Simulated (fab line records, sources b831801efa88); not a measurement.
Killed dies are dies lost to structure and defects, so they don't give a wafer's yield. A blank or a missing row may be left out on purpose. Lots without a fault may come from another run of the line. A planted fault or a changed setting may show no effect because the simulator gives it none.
fab line records | flow sky130
record lots=15 wafers=42 last_day=50
route steps=708 shown NWELL@62 VT_ADJUST_HVTP@96 VT_ADJUST_LVTN@104 VT_ADJUST_PCH@150 PAD_OPEN@708
lots that met no fault: from a run of the same line without faults
start_h: hours from the record's first day to the start of the lot's first wafer shown | wait_h: hours since the lot's step before | " the same as in the row above | L1.1+2: a row that stands for several wafers | - no value, or no start given | * or withheld: withheld | < > ~ a bound
route shown NAME@n: a module of which the file shows steps, and the number in the route of the first | usual: mean/standard deviation of fault-free wafers | same: alike in all rows | chamber/n: place in a boat | sites: the reading at each site | _std_site: their standard deviation | _edge_site: outer sites' mean less inner sites' | radius_mm: how far each site lies from the wafer's centre | mask NAME#n: copy n | behind: the tool/chamber that last shaped the wafer | hold: why the lot was held/for how many hours/how that ended | device: the transistor (n, p or np) that didn't switch | end of line: the same wafers' tests at the end of the route | a step without rows: its recipe alone | killed: dies lost to structure and defects at the first sort, not the wafer's yield | map: a wafer's dies, x killed, . not, _ none there
set.NAME: the setting as run; set.NAME@STEP: as run at that earlier step | model.NAME: the simulator's own value behind a step, which no gauge read
steps of the route over a sample of lots; a table a step, a row a wafer
services: from which hour (start_h, from the record's first day; less than 0 if before it) a tool's chamber was out of use, for how many hours, and why
## steps
# step SKY_NWELL_DEVELOP_09
# recipe wall_angle_deg=90 developer=TMAH develop_time_s=60 dev_temp_c=23
# columns lot.wafer tool chamber start_h wait_h
L584.1+3+6 litho_track-01 0 84 -
L585.2+3+6 litho_track-01 0 94 -
L586.2+3+5 litho_track-01 0 101 -
L588.1+5+6 litho_track-04 0 110 -
L589.2+3+4 litho_track-04 0 118 -
L590.1+2+3 litho_track-04 0 123 -
L591.2+4+6 litho_track-02 0 129 -
L593.1+4+5 litho_track-04 0 140 -
L594.3+4+5 litho_track-04 0 147 -
L597.2+4+6 litho_track-04 0 162 -
L598.1+3+4 litho_track-01 0 166 -
L602.3+6 litho_track-01 0 193 -
L603.3+4 litho_track-01 0 195 -
L604.2+4 litho_track-01 0 203 -
L607.2+3+4 litho_track-04 0 219 -
# step SKY_NWELL_OVL_MEAS_10
# usual NWELL_00_OVL=-1.2/1.5
# columns lot.wafer tool chamber start_h wait_h NWELL_00_OVL[nm]
L584.1 overlay-01 - 85.00 - -2.3
L584.3 " - " " -2.8
L584.6 " - " " -2.0
L585.2 overlay-02 - 94.90 - -0.6
L585.3 " - " " -1.0
L585.6 " - " " 0.0
L586.2 overlay-02 - 101.20 - 1.3
L586.3 " - " " 0.1
L586.5 " - " " 0.9
L588.1 overlay-02 - 110.43 - -1.3
L588.5 " - " " 0.4
L588.6 " - " " 2.0
L589.2 overlay-01 - 118.78 - -2.4
L589.3 " - " " -2.2
L589.4 " - " " -1.9
L590.1 overlay-01 - 123.73 - -0.7
L590.2 " - " " -1.1
L590.3 " - " " -1.0
L591.2 overlay-01 - 129.86 - -1.9
L591.4 " - " " -3.7
L591.6 " - " " -2.8
L593.1 overlay-02 - 140.23 - -1.7
L593.4 " - " " -0.6
L593.5 " - " " 0.4
L594.3 overlay-01 - 147.69 - -2.0
L594.4 " - " " -2.5
L594.5 " - " " -0.3
L597.2 overlay-01 - 162.48 - -2.8
L597.4 " - " " -3.1
L597.6 " - " " -2.9
L598.1 overlay-02 - 167.09 - 1.1
L598.3 " - " " 1.2
L598.4 " - " " -0.2
L602.3 overlay-02 - 193.36 - -
L602.6 " - " " -0.3
L603.3 overlay-01 - 195.26 - -
L603.4 " - " " -
L604.2 overlay-01 - 203.65 - -0.4
L604.4 " - " " -
L607.2 overlay-01 - 219.68 - -2.8
L607.3 " - " " -0.7
L607.4 " - " " -2.5
# step SKY_VT_ADJUST_HVTP_TW_MEAS_11
# usual VT_ADJUST_HVTP_TW=1361/6.9
# columns lot.wafer tool chamber start_h wait_h VT_ADJUST_HVTP_TW
L584.1 film_metro-04 - 124.42 0.1 1371
L584.3 " - " " 1368
L584.6 " - " " 1361
L585.2 film_metro-02 - 135.17 0.1 1360
L585.3 " - " " 1359
L585.6 " - " " 1366
L586.2 film_metro-01 - 141.84 0.1 1357
L586.3 " - " " 1356
L586.5 " - " " 1362
L588.1 film_metro-01 - 151.26 0.1 1367
L588.5 " - " " 1356
L588.6 " - " " 1357
L589.2 film_metro-02 - 159.48 0.1 1366
L589.3 " - " " 1365
L589.4 " - " " 1365
L590.1 film_metro-02 - 164.67 0.1 1364
L590.2 " - " " 1367
L590.3 " - " " 1366
L591.2 film_metro-04 - 171.34 0.1 1356
L591.4 " - " " 1347
L591.6 " - " " 1356
L593.1 film_metro-01 - 182.81 0.1 1360
L593.4 " - " " 1353
L593.5 " - " " 1359
L594.3 film_metro-01 - 190.68 0.1 1356
L594.4 " - " " 1357
L594.5 " - " " 1362
L597.2 film_metro-04 - 205.83 0.1 1373
L597.4 " - " " 1373
L597.6 " - " " 1377
L598.1 film_metro-01 - 211.86 0.1 1355
L598.3 " - " " 1361
L598.4 " - " " 1368
L602.3 film_metro-01 - 240.45 0.1 1347
L602.6 " - " " 1350
L603.3 film_metro-04 - 241.19 0.1 1365
L603.4 " - " " 1373
L604.2 film_metro-02 - 250.67 0.1 1358
L604.4 " - " " 1364
L607.2 film_metro-02 - 265.94 0.1 1351
L607.3 " - " " 1358
L607.4 " - " " 1349
# step SKY_VT_ADJUST_LVTN_OVL_MEAS_07
# usual VT_ADJUST_LVTN_OVL=-0.6/1.4
# columns lot.wafer tool chamber start_h wait_h VT_ADJUST_LVTN_OVL[nm]
L584.1 overlay-01 - 143.84 - -1.0
L584.3 " - " " -0.4
L584.6 " - " " 0.3
L585.2 overlay-02 - 154.77 - -1.3
L585.3 " - " " -0.9
L585.6 " - " " 0.1
L586.2 overlay-02 - 161.76 - -2.2
L586.3 " - " " -2.6
L586.5 " - " " -3.3
L588.1 overlay-01 - 172.26 - -1.5
L588.5 " - " " -0.8
L588.6 " - " " -1.0
L589.2 overlay-02 - 180.50 - -0.2
L589.3 " - " " 0.3
L589.4 " - " " 0.4
L590.1 overlay-02 - 185.49 - 2.0
L590.2 " - " " 1.8
L590.3 " - " " 2.9
L591.2 overlay-01 - 192.36 - 1.0
L591.4 " - " " 0.8
L591.6 " - " " 1.3
L593.1 overlay-02 - 203.86 - 0.7
L593.4 " - " " 0.6
L593.5 " - " " 0.5
L594.3 overlay-01 - 211.82 - -1.5
L594.4 " - " " -1.5
L594.5 " - " " -3.1
L597.2 overlay-01 - 228.60 - -2.4
L597.4 " - " " -2.0
L597.6 " - " " -2.8
L598.1 overlay-01 - 234.64 - -0.5
L598.3 " - " " -2.7
L598.4 " - " " -0.1
L602.3 overlay-02 - 263.37 - -0.7
L602.6 " - " " 0.6
L603.3 overlay-01 - 263.67 - 0.4
L603.4 " - " " -0.9
L604.2 overlay-02 - 273.27 - 1.3
L604.4 " - " " -1.5
L607.2 overlay-01 - 288.52 - 0.1
L607.3 " - " " -1.8
L607.4 " - " " -0.3
# step SKY_VT_ADJUST_PCH_OVL_MEAS_07
# usual VT_ADJUST_PCH_OVL=0.2/1.4
# columns lot.wafer tool chamber start_h wait_h VT_ADJUST_PCH_OVL[nm]
L584.1 overlay-02 - 229.58 - 2.7
L584.3 " - " " -2.2
L584.6 " - " " -0.9
L585.2 overlay-02 - 241.18 - 1.8
L585.3 " - " " 0.8
L585.6 " - " " 1.4
L586.2 overlay-02 - 251.26 - 0.7
L586.3 " - " " -1.4
L586.5 " - " " 0.2
L588.1 overlay-02 - 260.06 - -0.1
L588.5 " - " " -0.4
L588.6 " - " " 1.2
L589.2 overlay-02 - 268.97 - 2.4
L589.3 " - " " 1.5
L589.4 " - " " 2.4
L590.1 overlay-01 - 276.11 - -1.2
L590.2 " - " " 0.1
L590.3 " - " " -0.9
L591.2 overlay-01 - 281.01 - -2.8
L591.4 " - " " -0.6
L591.6 " - " " -1.5
L593.1 overlay-02 - 295.53 - 1.7
L593.4 " - " " 1.5
L593.5 " - " " 1.6
L594.3 overlay-01 - 305.47 - 0.9
L594.4 " - " " 0.4
L594.5 " - " " 0.1
L597.2 overlay-01 - 325.13 - -0.9
L597.4 " - " " -0.5
L597.6 " - " " 0.0
L598.1 overlay-01 - 330.93 - -1.0
L598.3 " - " " -1.0
L598.4 " - " " -1.6
L602.3 overlay-01 - 365.52 - 0.6
L602.6 " - " " -2.2
L603.3 overlay-02 - 366.54 - 0.3
L603.4 " - " " 0.8
L604.2 overlay-02 - 377.97 - 1.8
L604.4 " - " " 1.8
L607.2 overlay-02 - 396.73 - 1.2
L607.3 " - " " 0.7
L607.4 " - " " -0.5
# step SKY_PAD_OPEN_PROBE_99
# usual killed_at_M0_to_M3=43/6.7 killed_at_M4_up=3.2/2.1 killed_at_contacts=25/5.9 killed_at_front_end=16/4.7 killed_at_other=0.3/0.54 killed_dies=87/9.8 killed_on_rim=17/3.7 killed_open=47/6.7 killed_short=40/6.5
# same gross_dies=492 killed_at_back_side=0
# columns lot.wafer tool chamber start_h wait_h killed_at_M0_to_M3 killed_at_M4_up killed_at_contacts killed_at_front_end killed_at_other killed_dies killed_on_rim killed_open killed_short
L594.3 prober-02 - 1145.23 0.2 48 5 29 11 1 94 20 54 39
L594.5 prober-02 - 1145.33 0.2 47 8 29 13 0 97 20 43 53
L602.3 prober-02 - 1182.08 0.2 41 2 21 428 0 492 96 43 41
L602.6 prober-02 - 1182.23 0.2 48 2 22 19 0 91 18 43 46
L603.3 prober-01 - 1184.84 0.2 40 8 29 414 1 492 96 50 38
L603.4 prober-01 - 1184.89 0.2 40 3 25 424 0 492 96 52 35
L604.2 prober-02 - 1188.90 0.1 45 3 32 10 0 90 20 44 46
L604.4 prober-02 - 1189.00 0.2 45 2 31 414 0 492 96 46 40
# killed by level:class
L594.3 LI_CONTACT:geometric_particle:open=10 CONTACT:geometric_particle:open=10 VIA1:geometric_particle:open=9 VIA2:geometric_particle:open=8 CONTACT:geometric_particle:short=7 VIA1:geometric_particle:short=6 FIELD_ISO:geometric_particle:open=5 VIA3:geometric_particle:open=5
L594.5 VIA1:geometric_particle:open=12 LI_CONTACT:geometric_particle:open=11 METAL1:geometric_particle:short=8 LOCAL_INTERCONNECT:geometric_particle:short=6 CONTACT:geometric_particle:short=6 CONTACT:geometric_particle:open=6 VIA1:geometric_particle:short=5 METAL2:geometric_particle:short=5
L602.3 NWELL:area_develop=408 VIA1:geometric_particle:open=12 VIA2:geometric_particle:open=7 FIELD_ISO:geometric_particle:short=6 CONTACT:geometric_particle:open=6 POLY_GATE:geometric_particle:short=5 LOCAL_INTERCONNECT:geometric_particle:short=5 VIA3:geometric_particle:open=5
L602.6 LI_CONTACT:geometric_particle:open=10 VIA3:geometric_particle:open=9 VIA1:geometric_particle:open=8 METAL1:geometric_particle:short=8 METAL3:geometric_particle:short=7 POLY_GATE:geometric_particle:short=6 METAL2:geometric_particle:short=5 FIELD_ISO:geometric_particle:short=4
L603.3 NWELL:area_develop=404 CONTACT:geometric_particle:open=12 VIA2:geometric_particle:open=9 METAL4:geometric_particle:short=7 LI_CONTACT:geometric_particle:open=7 VIA1:geometric_particle:open=7 LI_CONTACT:geometric_particle:short=5 VIA2:geometric_particle:short=5
L603.4 NWELL:area_develop=405 CONTACT:geometric_particle:open=10 LI_CONTACT:geometric_particle:open=8 VIA1:geometric_particle:open=8 VIA3:geometric_particle:open=7 METAL1:geometric_particle:short=6 FIELD_ISO:geometric_particle:short=5 VIA2:geometric_particle:open=5
L604.2 CONTACT:geometric_particle:open=10 LI_CONTACT:geometric_particle:open=9 VIA1:geometric_particle:open=9 METAL1:geometric_particle:short=7 CONTACT:geometric_particle:short=7 VIA3:geometric_particle:open=6 METAL2:geometric_particle:short=5 VIA2:geometric_particle:open=5
L604.4 NWELL:area_develop=406 VIA1:geometric_particle:open=12 CONTACT:geometric_particle:open=8 LI_CONTACT:geometric_particle:short=6 VIA2:geometric_particle:open=6 VIA3:geometric_particle:open=6 LI_CONTACT:geometric_particle:open=5 LOCAL_INTERCONNECT:geometric_particle:short=5
## services
# columns tool chamber start_h hours kind
litho_track-01 - 120.61 - consumable_replace:filter
## key
first_sign step=SKY_NWELL_OVL_MEAS_10 reading=NWELL_00_OVL direction=missing
effect step=SKY_PAD_OPEN_PROBE_99 reading=killed_at_front_end direction=up sigmas=86 usual=16 struck=420
more_kills_born_at SKY_NWELL_DEVELOP_09@litho_track-01=1623
met_at SKY_NWELL_DEVELOP_09
struck_lots L602,L603,L604
struck_wafers L602.3,L603.3,L603.4,L604.4
tester_left_out L602,L603,L604
not_acting_at SKY_VT_ADJUST_HVTP_TW_MEAS_11,SKY_VT_ADJUST_LVTN_OVL_MEAS_07,SKY_VT_ADJUST_PCH_OVL_MEAS_07
onset_between 166 193
fault kind=process_parameter_drift tool=litho_track-01 chamber=- onset_h=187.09 steps=SKY_NWELL_DEVELOP_09 channel=develop_time_s offset=* shape=step end_h=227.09 scope=struck_wafers_only acts_in=* stated=*
# tester_left_out: of these lots the tester's yield and bins aren't shown, on N5 and GAA mostly nor the transistor test; their killed dies are dies lost to structure and defects alone, not to doping, threshold or leakage, so they don't give the yield
